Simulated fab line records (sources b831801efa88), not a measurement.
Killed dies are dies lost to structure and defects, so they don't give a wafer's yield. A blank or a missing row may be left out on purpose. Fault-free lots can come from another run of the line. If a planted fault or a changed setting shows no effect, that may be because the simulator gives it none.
Which tool did it?    flow sky130    11 lots with 33 wafers sampled at 5 steps, on a route of 708 steps

== WHAT THE GAUGES READ, wafer by wafer ==
SKY_SONOS_ONO_CD_MEAS_13: the cd target is 410 nm.
lot   measured      on        cdNm (nm)
L871  day 12 08:04  cdSem-01  407.7 408.2 406.1
L872  day 12 23:43  cdSem-02  407.5 409.5 407.3
L874  day 13 08:19  cdSem-02  409.5 409.0 407.9
L875  day 13 20:40  cdSem-02  406.8 406.7 407.9
L877  day 14 14:13  cdSem-02  411.7 410.7 409.8
L883  day 16 15:49  cdSem-02  411.3 411.0 412.8
L885  day 17 08:08  cdSem-01  415.3 415.0 416.3
L886  day 17 16:29  cdSem-02  414.7 415.2 415.3
L888  day 18 06:45  cdSem-01  411.3 409.5 407.7
L889  day 18 14:45  cdSem-02  409.5 409.7 411.6
L893  day 19 23:37  cdSem-01  410.3 412.6 408.4

SKY_POLY_GATE_THK_MEAS_21.
lot   measured      on            POLY_GATE_OXIDATION_THK (nm)
L871  day 16 02:03  filmMetro-01  3.94 4.02 3.89
L872  day 16 21:06  filmMetro-04  4.08 4.04 4.04
L874  day 17 08:08  filmMetro-01  3.96 3.97 3.97
L875  day 17 16:37  filmMetro-02  4.02 4.01 4.03
L877  day 18 18:38  filmMetro-01  3.99 4.03 3.93
L883  day 20 22:35  filmMetro-02  3.87 3.92 3.81
L885  day 21 17:08  filmMetro-04  4.59 4.59 4.60
L886  day 21 21:42  filmMetro-02  4.56 4.57 4.55
L888  day 22 14:58  filmMetro-02  3.90 4.00 3.97
L889  day 22 22:48  filmMetro-02  4.16 4.04 4.08
L893  day 24 02:42  filmMetro-01  4.08 3.98 3.97

SKY_POLY_GATE_CD_MEAS_22.
lot   measured      on        cdNm (nm)
L871  day 16 02:08  cdSem-01  149.3 151.8 149.9
L872  day 16 21:11  cdSem-02  150.8 153.5 152.0
L874  day 17 08:13  cdSem-01  149.5 150.4 149.1
L875  day 17 16:41  cdSem-01  153.3 149.9 152.8
L877  day 18 18:42  cdSem-01  152.5 150.4 152.4
L883  day 20 22:40  cdSem-02  150.2 150.0 151.3
L885  day 21 17:14  cdSem-01  147.6 149.3 149.1
L886  day 21 21:46  cdSem-01  149.8 148.1 150.0
L888  day 22 15:03  cdSem-02  148.8 149.5 148.1
L889  day 22 22:52  cdSem-01  150.5 147.7 148.3
L893  day 24 02:46  cdSem-01  147.3 147.0 148.3

== WHICH TOOL RAN EACH LOT (tool, then ch and the chambers of the sampled wafers, then the start) ==
lot   SKY_POLY_GATE_ETCH_15              SKY_POLY_GATE_OXIDATION_20
L871  rieDiel-03 ch 0,2, day 15 22:25    furnace-01 ch 0, day 16 00:47
L872  rieDiel-02 ch 0,2,3, day 16 17:01  furnace-02 ch 0, day 16 19:50
L874  rieDiel-02 ch 0,1,2, day 17 04:10  furnace-01 ch 0, day 17 06:53
L875  rieDiel-03 ch 1,2,3, day 17 14:05  furnace-01 ch 0, day 17 15:22
L877  rieDiel-02 ch 0,2,3, day 18 15:01  furnace-02 ch 0, day 18 17:22
L883  rieDiel-04 ch 1,2,3, day 20 20:56  furnace-01 ch 0, day 20 21:19
L885  rieDiel-03 ch 0,1,3, day 21 15:29  furnace-01 ch 0, day 21 15:52
L886  rieDiel-02 ch 0,3, day 21 20:04    furnace-01 ch 0, day 21 20:27
L888  rieDiel-03 ch 0,1,3, day 22 12:58  furnace-02 ch 0, day 22 13:43
L889  rieDiel-02 ch 2,3, day 22 18:43    furnace-02 ch 0, day 22 21:33
L893  rieDiel-04 ch 1,3, day 24 01:04    furnace-02 ch 0, day 24 01:27
- SKY_POLY_GATE_ETCH_15: etches BARC in N2/H2, stops on SiO2, time 118.5 s, target depth 110 nm.
- SKY_POLY_GATE_OXIDATION_20: stabilise 600 s, purge 300 s, target thk 4 nm.

== AS READ BY THE TOOLS THEMSELVES (means over the sampled wafers that have a number; for cases with no such wafer, the mark the record gives instead) ==
SKY_POLY_GATE_ETCH_15.
lot   tool        drypumpMotorCurrentA (A)  oesProductAu (a.u.)  throttleValvePct (%)
L871  rieDiel-03  5.5                       0.722                13.221
L872  rieDiel-02  6.0                       0.717                13.211
L874  rieDiel-02  5.8                       0.722                13.218
L875  rieDiel-03  5.8                       0.714                13.218
L877  rieDiel-02  5.9                       0.715                13.216
L883  rieDiel-04  5.4                       0.715                13.216
L885  rieDiel-03  6.2                       0.711                13.213
L886  rieDiel-02  5.8                       0.715                13.214
L888  rieDiel-03  6.2                       0.717                13.213
L889  rieDiel-02  6.1                       0.715                13.206
L893  rieDiel-04  5.7                       0.719                13.220

SKY_POLY_GATE_OXIDATION_20.
lot   tool        spikeTcBottomC (C)  spikeTcCentreC (C)  spikeTcLowerC (C)  spikeTcTopC (C)  spikeTcUpperC (C)  tubeCenterTempC (C)  tube_center_temp_C_max
L871  furnace-01  870.4               849.1               850.8              860.9            850.2              850.06               852.4
L872  furnace-02  867.5               851.0               852.0              864.7            848.3              850.13               852.4
L874  furnace-01  870.2               849.4               850.7              860.7            849.3              850.00               851.8
L875  furnace-01  871.4               849.0               851.1              860.5            849.4              849.94               851.8
L877  furnace-02  868.1               851.4               851.0              865.9            848.7              850.01               852.3
L883  furnace-01  870.5               848.6               851.0              860.4            849.1              849.94               852.2
L885  furnace-01  882.4               861.4               862.8              873.1            862.6              862.35               864.5
L886  furnace-01  882.4               861.2               862.7              874.0            862.0              862.34               864.4
L888  furnace-02  869.1               850.9               850.6              865.5            848.3              850.01               852.4
L889  furnace-02  868.4               850.2               851.6              866.1            847.5              850.02               851.9
L893  furnace-02  868.1               850.2               850.9              864.8            848.9              850.02               852.0

== THE ANSWER, worked out from the rows above alone ==
Rule: the usual values come from the lots themselves. Put in order of their means at a reading, lots are off if they are a third of the lots or fewer, leave a main group of 4 or more, and stand apart from it by a gap of 3 or more times the standard deviation of the main group's means; of several such gaps the widest counts. The tables above print the reading to a certain number of digits; a main group whose means all agree to those digits is not used. A lot without any number at a reading at which 4 lots or more have one is off too. Any other lot the step has rows for is counted as sound. The gauges are gone through in route order, then the tools' own readings, and for those a lot's mean is taken as printed above. At the first step where some lot is off, the reading lying furthest off is the one used; lots without a number count as furthest.
Off: L885, L886, seen at SKY_POLY_GATE_THK_MEAS_21 (POLY_GATE_OXIDATION_THK). The main group: mean 3.99 nm, standard deviation 0.062.
If a tool, at a process step before that reading, ran all the lots that are off and no sound lot after the first of them, it fits. Not tried: the gauges at SKY_POLY_GATE_THK_MEAS_21; whatever is off there is also off at SKY_POLY_GATE_OXIDATION_20, on other tools, and gauge error can't account for it. One fits: SKY_POLY_GATE_OXIDATION_20 on furnace-01. A fault onset in the window from L883 (day 20 21:19, its last sound lot) to L885 (day 21 15:52, its first lot off) fits.
The tool's own readings at SKY_POLY_GATE_OXIDATION_20 bear it out: on the lots that are off they differ by more than 5 times the standard deviation of the sound lots' means. spikeTcBottomC reads 882.4 C there against 869.3 C on the sound lots; spikeTcCentreC reads 861.3 C there against 850.0 C on the sound lots; spikeTcLowerC reads 862.8 C there against 851.1 C on the sound lots; spikeTcUpperC reads 862.3 C there against 848.9 C on the sound lots; tubeCenterTempC reads 862.35 C there against 850.01 C on the sound lots; tube_center_temp_C_max reads 864.5 there against 852.1 on the sound lots.

== WHAT THE SIMULATOR PUT IN ==
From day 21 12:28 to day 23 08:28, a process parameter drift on furnace-01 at SKY_POLY_GATE_OXIDATION_20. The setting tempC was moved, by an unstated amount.
Lots struck among those shown: L885, L886. The same result came from the rule above.
